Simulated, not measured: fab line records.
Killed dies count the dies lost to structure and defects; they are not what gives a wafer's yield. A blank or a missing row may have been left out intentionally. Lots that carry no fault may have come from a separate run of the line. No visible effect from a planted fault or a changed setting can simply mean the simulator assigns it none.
Struck lot and sound lot, side by side || flow sky130 || 43 out of 708 route steps
Sound: wafers L594.2, L594.3, L594.5. The struck wafers were L601.1, L601.5, L601.6. The cause is named last.
At each step with rows: each side's tool, then ch and its chambers, then its first start. Under that, the readings that differ: sound wafers || struck wafers || difference of the means || sigmas: that difference in standard deviations of wafers without a fault.
alike: words and numbers the same on both sides, and readings whose means are apart by under 2 such deviations; not compared: readings that were withheld, readings missing a value for some wafer, numbers with overlapping values and no deviation given by the record, and bounds like >300 which may hide the same value.
Wherever a step has rows on one side only, a row that says differs or no value, or a row with sigmas, the two part there. Numbers that have no deviation but don't overlap get no sigmas and don't part them. A reading missing from all wafers of one side parts the sides only when that side holds two or more wafers.

first, 4 steps without rows for these wafers: SKY_METAL4_SOFTBAKE_09 (time 90 s); SKY_METAL4_EXPOSE_10 (exposes mask MM4, target cd 300 nm); SKY_METAL4_PEB_11; SKY_METAL4_DEVELOP_12 (develop time 60 s).
SKY_METAL4_CD_MEAS_13 targets a cd of 300 nm.
  struck on cd sem-01, day 44 20:32; sound on cd sem-02, day 43 01:24
  alike: cd nm
SKY_METAL4_OVL_MEAS_14:
  struck on overlay-01, day 44 20:39; sound on overlay-01, day 43 01:31
  alike: METAL4_OVL
then, 3 steps without rows for these wafers: SKY_METAL4_DESCUM_15 (chemistry O2, time 8 s); SKY_METAL4_ETCH_16 (etches BARC in N2/H2, stops on SiO2, time 88.2 s, target depth 60 nm); SKY_METAL4_ETCH_17 (etches SiO2 in C4F8/O2/Ar, stops on TiN, time 3.9 s, target depth 15 nm).
SKY_METAL4_METAL_ETCH_18: etches the open film in Cl2/BCl3, stops on SiO2, target depth 845 nm, time 183.1 s.
  sound on rie metal-03 ch 0,1, day 43 01:49; struck on rie metal-01 ch 0,1, day 44 20:50
  alike: drypump motor current A, oes product au, rf fwd power W, throttle valve pct
  not compared: rf hours counter h
then, 2 steps without rows for these wafers: SKY_METAL4_STRIP_19 (strips in O2/N2); SKY_METAL4_STRIP_20 (strips in post etch residue remover, time 1200 s).
SKY_METAL4_CLEAN_21: cleans in IPA, time 180 s.
  sound on wet bench-03 ch 1, day 43 02:26; struck on wet bench-02 ch 3, day 44 21:28
then, 2 steps without rows for these wafers: SKY_METAL4_CLEAN_22 (cleans in O3/DIW); SKY_VIA4_HDPCVD_00 (deposits SiO2, target thk 1750 nm, time 291.7 s).
SKY_VIA4_THK_MEAS_01:
  struck on film metro-02, day 44 21:47; sound on film metro-02, day 43 02:47
  alike: VIA4_HDPCVD_THK
then, 1 step without rows for these wafers: SKY_VIA4_CMP_02 (polishes SiO2).
SKY_VIA4_BOW_MEAS_03:
  struck on film metro-01, day 44 22:08; sound on film metro-01, day 43 03:11
  alike: VIA4_BOW
then, 7 steps without rows for these wafers: SKY_VIA4_DEHYDRATE_04 (time 60 s); SKY_VIA4_HMDS_05 (prime time 60 s); SKY_VIA4_COAT_06 (resist thk 1140 nm); SKY_VIA4_SOFTBAKE_07 (time 58.37 s); SKY_VIA4_EXPOSE_08 (exposes mask VIM4, target cd 800 nm); SKY_VIA4_PEB_09; SKY_VIA4_DEVELOP_10 (develop time 60 s).
SKY_VIA4_OVL_MEAS_11:
  struck on overlay-02, day 45 19:13; sound on overlay-01, day 44 01:22
  alike: VIA4_OVL
then, 6 steps without rows for these wafers: SKY_VIA4_ETCH_12 (etches SiO2 in C4F8/O2/Ar, stops on TiN, target depth 580 nm); SKY_VIA4_STRIP_13 (strips in O2/N2); SKY_VIA4_STRIP_14 (strips in post etch residue remover, time 1200 s); SKY_VIA4_CLEAN_15 (cleans in IPA, time 180 s); SKY_VIA4_CLEAN_16 (cleans in O3/DIW); SKY_VIA4_SPUTTER_17 (material TiN, target thk 20 nm, time 80 s).
SKY_VIA4_CVD_18: deposits W, target thk 505 nm, time 152.14 s.
  sound on cvd w-02 ch 0,1, day 44 02:10; struck on cvd w-02 ch 0,1, day 45 19:58
  alike: heater power w
SKY_VIA4_RS_MEAS_19: measurement is done with a four-point probe.
  struck on film metro-03, day 45 20:07; sound on film metro-02, day 44 02:20
  alike: VIA4_W_RS
SKY_VIA4_THK_MEAS_20: measures by xrf.
  struck on film metro-03, day 45 20:14; sound on film metro-02, day 44 02:26
  alike: VIA4_W_THK
then, 2 steps without rows for these wafers: SKY_VIA4_CMP_21 (polishes, stops on SiO2, t overpolish 25 s, target thk 0 nm); SKY_METAL5_SPUTTER_00 (material Ti, target thk 15 nm, time 10 s).
SKY_METAL5_SPUTTER_01: material TiN, target thk 20 nm, time 16.7 s.
  struck on pvd sputter-04, day 45 20:39; sound on pvd sputter-04, day 44 02:49
  alike: throttle valve pct
SKY_METAL5_SPUTTER_02: material AlCu, target thk 1150 nm, time 61.2 s.
  struck on pvd sputter-04, day 45 20:41; sound on pvd sputter-04, day 44 02:50
  alike: throttle valve pct
then, 1 step without rows for these wafers: SKY_METAL5_SPUTTER_03 (material Ti, target thk 5 nm, time 3.3 s).
SKY_METAL5_SPUTTER_04: material TiN, target thk 70 nm, time 58.3 s.
  struck on pvd sputter-04, day 45 20:45; sound on pvd sputter-04, day 44 02:55
  alike: throttle valve pct
SKY_METAL5_RS_MEAS_05: measurement is done with a four-point probe.
  struck on film metro-01, day 45 20:48; sound on film metro-02, day 44 02:59
  alike: METAL5_ALCU_RS
-- the record jumps here: 3 days lie between the struck wafers' starts before and after (it left off in module METAL5 and takes up again in module PAD_OPEN, whose first step shown is number 708 of the route) --
SKY_PAD_OPEN_PROBE_99:
  struck on prober-01, day 48 13:07; sound on prober-02, day 46 23:14
{"reading": "defect limited yield (%)", "sound": "82.3 79.3 79.7", "struck": "72.0 69.1 69.7", "difference": -10.2, "sigmas": -5}
{"reading": "killed_at_M4_up", "sound": "3 4 1", "struck": "66 62 65", "difference": "+62", "sigmas": "+34"}
{"reading": "killed dies", "sound": "87 102 100", "struck": "138 152 149", "difference": "+50", "sigmas": "+5"}
{"reading": "sort_bin_3_pad_short (%)", "sound": "1.4 1.2 1.0", "struck": "4.1 4.7 5.1", "difference": "+3.4", "sigmas": "+9"}
{"reading": "sort_bin_5_function (%)", "sound": "9.8 11.8 12.0", "struck": "16.1 19.7 18.5", "difference": "+6.9", "sigmas": "+5"}
{"reading": "sort n pass", "sound": "402 377 387", "struck": "352 340 343", "difference": -44, "sigmas": -4}
{"reading": "sort yield pct (%)", "sound": "81.7 76.6 78.7", "struck": "71.5 69.1 69.7", "difference": -8.9, "sigmas": -4}
{"reading": "model.etest.tester.sort n pass", "sound": "402 377 387", "struck": "352 340 343", "difference": -44, "sigmas": ""}
{"reading": "model.etest.tester.sort yield pct (%)", "sound": "81.71 76.63 78.66", "struck": "71.54 69.11 69.72", "difference": -8.88, "sigmas": ""}
{"reading": "model.etest.tester.sort_bin_5_pct (%)", "sound": "9.756 11.79 11.99", "struck": "16.06 19.72 18.5", "difference": "+6.91", "sigmas": ""}
{"reading": "model.etest.tester.sort_bin_3_pct (%)", "sound": "1.423 1.22 1.016", "struck": "4.065 4.675 5.081", "difference": "+3.387", "sigmas": ""}
  alike: killed_at_M0_to_M3, killed at contacts, killed at front end, killed at other, killed open, killed short, sort_bin_6_memory, sort_bin_8_speed

## WHERE THEY PART
At SKY_PAD_OPEN_PROBE_99 and nowhere else, as far as this record goes.

WHY: the cause the simulator had injected
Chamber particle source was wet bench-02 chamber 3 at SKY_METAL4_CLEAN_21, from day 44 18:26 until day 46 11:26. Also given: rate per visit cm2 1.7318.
